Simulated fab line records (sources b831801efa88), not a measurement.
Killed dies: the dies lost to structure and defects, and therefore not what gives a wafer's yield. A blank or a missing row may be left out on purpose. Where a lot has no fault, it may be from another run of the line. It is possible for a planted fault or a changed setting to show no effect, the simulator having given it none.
fab line records    flow sky130
[record] lots = 14  wafers = 42  lastDay = 50
route steps=708 shown FIELD_ISO@5 NWELL@66 VT_ADJUST_LVTN@115
lots untouched by any fault: they come from a run of this same line in which no faults occurred
startH: start of the lot's first displayed wafer, in hours after the record's first day    waitH: hours since the lot's step before    " same as the row above    L1.1+2: one row covering several wafers at once    - no value present, or no start provided    * or withheld: withheld    < > ~ a bound
route shown NAME@n: names a module that has steps shown in the file, with the first one's number in the route    usual: mean/standard deviation of fault-free wafers    same: alike in all rows    chamber/n: place in a boat    sites: per-site readings    _std_site: the values' standard deviation    _edge_site: the outer-site mean with the inner-site mean subtracted    radiusMm: how far each site lies from the wafer's centre    mask NAME#n: copy n    behind: the last tool/chamber to shape the wafer    hold: why the lot went on hold/how many hours it stayed there/how the hold came to an end    device: the n, p or np transistor that did not switch    end of line: tests run on the same wafers once the route is complete    step lacking rows: just its recipe    killed: dies that structure and defects cost at the first sort, which is not the same as the wafer's yield    map: a wafer's dies, x killed, . not, _ none there
set.NAME: the setting as run; set.NAME@STEP: as run at that earlier step    model.NAME: the simulator's own value behind a step, which no gauge read
one table for each step of the route and one row for each wafer, over a sample of lots
services: from which hour (startH, from the record's first day; less than 0 if before it) a tool's chamber was out of use, for how many hours, and why
[[steps]]
[step SKY_FIELD_ISO_THK_MEAS_04]
[recipe] reads = Si3N4_of_FIELD_ISO_CVD_03
[usual] FIELD_ISO_CVD_03_THK = 163.6/1.4
lot.wafer  tool          chamber  startH  waitH  FIELD_ISO_CVD_03_THK[nm]
L445.2     filmMetro-02  -        13.90   0.0    164.2
L445.3     "             -        "       "      163.7
L445.4     "             -        "       "      162.5
L446.1     filmMetro-04  -        19.47   0.0    161.6
L446.4     "             -        "       "      161.7
L446.5     "             -        "       "      161.9
L447.2     filmMetro-02  -        24.53   0.0    164.5
L447.3     "             -        "       "      165.5
L447.6     "             -        "       "      166.1
L448.1     filmMetro-02  -        29.73   0.0    163.3
L448.4     "             -        "       "      164.1
L448.5     "             -        "       "      163.6
L450.2     filmMetro-01  -        39.16   0.0    162.7
L450.4     "             -        "       "      162.7
L450.6     "             -        "       "      162.3
L456.1     filmMetro-01  -        69.83   0.0    161.8
L456.4     "             -        "       "      162.9
L456.6     "             -        "       "      161.8
L457.1     filmMetro-01  -        74.18   0.0    162.8
L457.3     "             -        "       "      163.2
L457.6     "             -        "       "      163.4
L458.1     filmMetro-02  -        79.51   0.0    165.7
L458.2     "             -        "       "      165.8
L458.5     "             -        "       "      165.3
L459.2     filmMetro-02  -        83.49   0.0    164.9
L459.5     "             -        "       "      164.2
L459.6     "             -        "       "      165.2
L462.1     filmMetro-04  -        98.56   0.0    162.9
L462.2     "             -        "       "      163.3
L462.5     "             -        "       "      162.0
L463.1     filmMetro-02  -        103.48  0.0    161.6
L463.3     "             -        "       "      160.2
L463.6     "             -        "       "      161.8
L464.1     filmMetro-01  -        110.21  0.0    164.6
L464.3     "             -        "       "      163.0
L464.4     "             -        "       "      163.8
L465.3     filmMetro-02  -        114.68  0.0    164.9
L465.4     "             -        "       "      166.6
L465.6     "             -        "       "      164.6
L466.4     filmMetro-01  -        119.57  0.0    166.0
L466.5     "             -        "       "      164.3
L466.6     "             -        "       "      164.7
[step SKY_FIELD_ISO_ETCH_17]
[recipe] targetDepthA = 3420  maskMaterial = Si3N4  chemistry = HBr/Cl2/O2  target = Si  taperDeg = 5  icpW = 600  biasW = 145.3  pressureMtorr = 15  HBr_flow_sccm = 150  Cl2_flow_sccm = 40  O2_flow_sccm = 6  timeS = 97.7
[usual] drypumpMotorCurrentA = 5.5/0.44  oesProductAu = 0.990/0.018  throttleValvePct = 25.663/0.014
[same] timeS = 97.7
lot.wafer  tool      chamber  startH  waitH  drypumpMotorCurrentA  oesProductAu  rfHoursCounterH  throttleValvePct
L445.2     rieSi-01  1        28.53   0.1    5.0                   1.004         57               25.647
L445.3     "         3        "       "      6.0                   0.996         109              25.662
L445.4     "         1        "       "      5.0                   1.004         -                25.651
L446.1     rieSi-02  3        35.00   0.1    6.3                   0.998         148              25.648
L446.4     "         2        "       "      4.8                   0.969         0                25.665
L446.5     "         0        "       "      5.7                   0.981         -                25.671
L447.2     rieSi-01  3        40.25   0.1    6.0                   0.990         109              25.672
L447.3     "         0        "       "      5.3                   1.018         115              25.647
L447.6     "         3        "       "      6.0                   0.985         -                25.683
L448.1     rieSi-02  2        45.25   0.1    4.8                   0.976         0                25.664
L448.4     "         0        "       "      5.7                   0.984         76               25.686
L448.5     "         0        "       "      5.7                   0.979         -                25.665
L450.2     rieSi-01  3        55.38   0.1    6.0                   0.986         109              25.657
L450.4     "         1        "       "      5.0                   0.997         -                25.655
L450.6     "         0        "       "      5.3                   1.022         -                25.654
L456.1     rieSi-01  1        87.53   0.1    5.0                   0.992         58               25.663
L456.4     "         0        "       "      5.3                   0.999         115              25.654
L456.6     "         3        "       "      5.9                   0.986         -                25.656
L457.1     rieSi-01  1        91.90   0.1    5.0                   0.989         58               25.662
L457.3     "         0        "       "      5.3                   1.025         116              25.645
L457.6     "         0        "       "      5.3                   1.026         -                25.638
L458.1     rieSi-02  0        97.60   0.1    5.7                   0.985         76               25.667
L458.2     "         2        "       "      4.8                   0.984         1                25.675
L458.5     "         2        "       "      4.8                   0.971         -                25.672
L459.2     rieSi-01  1        101.83  0.1    5.0                   0.982         58               25.666
L459.5     "         0        "       "      5.3                   1.018         -                25.633
L459.6     "         3        "       "      6.0                   0.977         -                25.687
L462.1     rieSi-02  3        116.45  0.1    6.3                   1.027         0                25.641
L462.2     "         2        "       "      4.8                   0.983         1                25.666
L462.5     "         0        "       "      5.7                   0.988         -                25.667
L463.1     rieSi-01  3        122.45  0.1    6.0                   0.980         110              25.667
L463.3     "         1        "       "      5.0                   0.987         58               25.652
L463.6     "         2        "       "      5.8                   0.997         -                25.668
L464.1     rieSi-01  3        129.03  0.1    5.9                   0.991         110              25.669
L464.3     "         2        "       "      5.8                   1.001         0                25.648
L464.4     "         0        "       "      5.3                   1.016         116              25.646
L465.3     rieSi-02  1        133.95  0.0    5.6                   0.964         2                25.690
L465.4     "         2        "       "      4.8                   0.979         1                25.669
L465.6     "         3        "       "      6.3                   1.023         -                25.648
L466.4     rieSi-01  3        137.95  0.0    6.0                   0.982         110              25.629
L466.5     "         3        "       "      6.0                   0.984         -                25.664
L466.6     "         2        "       "      5.8                   1.002         -                25.640
[step SKY_NWELL_IMPLANT_13]
[recipe] species = P  energyKev = 50  doseCm2 = 7e+11  tiltDeg = withheld
[usual] beamEnergyKeV = 50.003/0.013  beamOnS = 9.99/0.22  endStationPressureTorr = 5e-06/2.5e-07
lot.wafer  tool          chamber  startH  waitH  beamEnergyKeV  beamOnS  endStationPressureTorr
L445.2     implanter-03  0        85.03   0.1    50.001         9.90     5.56e-06
L445.3     "             0        "       "      50.024         9.98     5.38e-06
L445.4     "             0        "       "      49.993         10.18    5.19e-06
L446.1     implanter-03  0        90.52   0.1    49.982         10.47    5.03e-06
L446.4     "             0        "       "      49.985         10.08    5.27e-06
L446.5     "             0        "       "      49.985         10.17    5.09e-06
L447.2     implanter-01  0        97.29   0.1    49.978         10.15    5.1e-06
L447.3     "             0        "       "      50.015         10.28    4.86e-06
L447.6     "             0        "       "      50.004         10.16    4.42e-06
L448.1     implanter-03  0        103.67  0.1    50.004         10.25    4.93e-06
L448.4     "             0        "       "      49.995         10.02    5.26e-06
L448.5     "             0        "       "      50.013         9.97     5.02e-06
L450.2     implanter-02  0        113.44  0.1    49.992         10.15    4.66e-06
L450.4     "             0        "       "      50.010         9.98     4.87e-06
L450.6     "             0        "       "      49.969         9.81     4.91e-06
L456.1     implanter-03  -        149.25  0.1    -              -        -
L456.4     "             -        "       "      -              -        -
L456.6     "             -        "       "      -              -        -
L457.1     implanter-03  -        153.47  0.1    -              -        -
L457.3     "             -        "       "      -              -        -
L457.6     "             -        "       "      -              -        -
L458.1     implanter-01  0        160.60  0.1    49.980         10.17    4.88e-06
L458.2     "             0        "       "      50.009         10.41    5.22e-06
L458.5     "             0        "       "      50.015         9.87     5.39e-06
L459.2     implanter-03  0        169.87  0.1    50.003         9.72     4.89e-06
L459.5     "             0        "       "      49.987         9.79     4.82e-06
L459.6     "             0        "       "      49.995         9.76     5.29e-06
L462.1     implanter-02  0        184.36  0.1    49.999         9.70     4.24e-06
L462.2     "             0        "       "      50.001         9.90     5.01e-06
L462.5     "             0        "       "      50.018         10.31    5e-06
L463.1     implanter-03  0        188.55  0.1    49.997         9.92     4.78e-06
L463.3     "             0        "       "      50.007         9.54     5.13e-06
L463.6     "             0        "       "      50.002         10.14    4.92e-06
L464.1     implanter-02  0        197.22  0.1    49.988         10.09    5.03e-06
L464.3     "             0        "       "      49.983         9.93     5.37e-06
L464.4     "             0        "       "      50.019         10.16    5.22e-06
L465.3     implanter-03  0        201.30  0.1    50.012         10.05    4.66e-06
L465.4     "             0        "       "      50.008         9.84     5.17e-06
L465.6     "             0        "       "      50.000         9.78     4.81e-06
L466.4     implanter-02  0        206.49  0.1    50.020         9.70     5.24e-06
L466.5     "             0        "       "      50.033         10.23    4.35e-06
L466.6     "             0        "       "      50.024         10.12    4.95e-06
[step SKY_NWELL_RS_MEAS_29]
[recipe] thkMeasGauge = four-point-probe
[usual] NWELL_RS = 624.4/2
lot.wafer  tool          chamber  startH  waitH  NWELL_RS[ohm/sq]
L445.2     filmMetro-03  -        103.20  0.1    628.2
L445.3     "             -        "       "      628.1
L445.4     "             -        "       "      627.0
L446.1     filmMetro-03  -        109.63  0.1    628.8
L446.4     "             -        "       "      628.4
L446.5     "             -        "       "      629.5
L447.2     filmMetro-04  -        115.50  0.1    622.9
L447.3     "             -        "       "      624.0
L447.6     "             -        "       "      622.2
L448.1     filmMetro-03  -        122.68  0.1    624.4
L448.4     "             -        "       "      626.0
L448.5     "             -        "       "      625.2
L450.2     filmMetro-04  -        132.44  0.1    622.4
L450.4     "             -        "       "      623.2
L450.6     "             -        "       "      621.9
L456.1     filmMetro-04  -        168.71  0.1    649.4
L456.4     "             -        "       "      649.6
L456.6     "             -        "       "      650.6
L457.1     filmMetro-04  -        174.77  0.2    651.1
L457.3     "             -        "       "      650.2
L457.6     "             -        "       "      650.2
L458.1     filmMetro-03  -        182.38  0.1    623.8
L458.2     "             -        "       "      624.4
L458.5     "             -        "       "      625.5
L459.2     filmMetro-04  -        191.54  0.1    623.7
L459.5     "             -        "       "      623.4
L459.6     "             -        "       "      622.1
L462.1     filmMetro-03  -        205.88  0.1    623.6
L462.2     "             -        "       "      625.2
L462.5     "             -        "       "      624.8
L463.1     filmMetro-03  -        210.61  0.1    624.2
L463.3     "             -        "       "      622.8
L463.6     "             -        "       "      624.1
L464.1     filmMetro-04  -        219.01  0.1    624.5
L464.3     "             -        "       "      622.9
L464.4     "             -        "       "      623.4
L465.3     filmMetro-02  -        223.41  0.1    624.9
L465.4     "             -        "       "      624.6
L465.6     "             -        "       "      624.1
L466.4     filmMetro-03  -        229.19  0.1    626.6
L466.5     "             -        "       "      626.9
L466.6     "             -        "       "      624.3
[step SKY_VT_ADJUST_LVTN_OVL_MEAS_18]
[usual] VT_ADJUST_LVTN_01_OVL = 0.6/1.4
lot.wafer  tool        chamber  startH  waitH  VT_ADJUST_LVTN_01_OVL[nm]
L445.2     overlay-01  -        158.74  0.1    1.1
L445.3     "           -        "       "      -1.2
L445.4     "           -        "       "      -1.8
L446.1     overlay-01  -        172.99  0.1    4.0
L446.4     "           -        "       "      0.6
L446.5     "           -        "       "      1.9
L447.2     overlay-01  -        173.83  0.1    2.4
L447.3     "           -        "       "      1.9
L447.6     "           -        "       "      0.4
L448.1     overlay-01  -        182.96  0.1    0.4
L448.4     "           -        "       "      1.2
L448.5     "           -        "       "      1.2
L450.2     overlay-01  -        193.23  0.1    1.2
L450.4     "           -        "       "      0.6
L450.6     "           -        "       "      -1.0
L458.1     overlay-01  -        248.27  0.1    -2.1
L458.2     "           -        "       "      -2.3
L458.5     "           -        "       "      -0.5
L459.2     overlay-02  -        256.93  0.1    0.3
L459.5     "           -        "       "      1.1
L459.6     "           -        "       "      0.4
L462.1     overlay-02  -        273.43  0.1    1.2
L462.2     "           -        "       "      1.3
L462.5     "           -        "       "      3.1
L463.1     overlay-01  -        280.46  0.1    1.8
L463.3     "           -        "       "      -0.2
L463.6     "           -        "       "      0.8
L464.1     overlay-01  -        290.31  0.1    -1.8
L464.3     "           -        "       "      1.3
L464.4     "           -        "       "      0.4
L465.3     overlay-01  -        293.74  0.1    0.6
L465.4     "           -        "       "      -1.1
L465.6     "           -        "       "      -1.8
L466.4     overlay-01  -        299.68  0.1    2.3
L466.5     "           -        "       "      3.2
L466.6     "           -        "       "      3.8
[[services]]
tool          chamber  startH  hours  kind
rieSi-01      2        4.60    3.6    repair
implanter-02  -        6.70    3.5    repair
rieSi-01      2        8.23    -      clean
rieSi-01      2        8.23    -      consumableReplace:esc
rieSi-01      2        8.23    24.0   scheduledDown
rieSi-01      2        8.23    24.0   ventCycle
rieSi-02      2        8.97    -      clean
rieSi-02      2        8.97    15.7   scheduledDown
rieSi-02      2        8.97    15.7   ventCycle
implanter-02  -        15.38   5.5    repair
rieSi-02      3        18.75   1.2    repair
implanter-01  -        52.21   4.0    repair
rieSi-01      2        53.86   14.0   repair
rieSi-02      3        88.67   -      clean
rieSi-02      3        88.67   21.3   scheduledDown
rieSi-01      -        97.04   2.8    pm
implanter-03  -        97.94   1.0    repair
implanter-03  -        114.21  3.4    repair
implanter-01  -        121.65  3.4    repair
implanter-01  -        131.08  20.7   repair
implanter-03  -        140.38  3.2    repair
implanter-01  -        154.64  5.5    pm
implanter-03  -        173.75  3.5    pm
rieSi-02      -        184.62  0.3    repair
[[key]]
[firstSign] step = SKY_NWELL_IMPLANT_13  reading = toolRecord  direction = missing
[effect] step = SKY_NWELL_RS_MEAS_29  reading = NWELL_RS  direction = up  sigmas = 13  usual = 624.4  struck = 650.2
metAt SKY_NWELL_IMPLANT_13
struckLots L456,L457
laterRowsLeftOut L456.1,L456.4,L456.6,L457.1,L457.3,L457.6
sortLeftOut L456.1,L456.4,L456.6,L457.1,L457.3,L457.6
testerLeftOut L456,L457
notActingAt SKY_FIELD_ISO_THK_MEAS_04,SKY_FIELD_ISO_ETCH_17,SKY_VT_ADJUST_LVTN_OVL_MEAS_18
onsetBetween 103.67 149.25
[fault] kind = skippedStepWhole  tool = implanter-03  chamber = -  onsetH = 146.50  steps = SKY_NWELL_IMPLANT_13  scope = struckLotsOnly
// testerLeftOut: of these lots the tester's yield and bins aren't shown, on N5 and GAA mostly nor the transistor test; their killed dies are dies lost to structure and defects alone, not to doping, threshold or leakage, so they don't give the yield
// sortLeftOut: the simulated sort isn't trusted on such a fault, so these wafers' sort isn't shown, and their yield isn't known
// laterRowsLeftOut: the simulator's readings of these wafers behind a module that went badly wrong aren't trusted and aren't shown, but for the sort
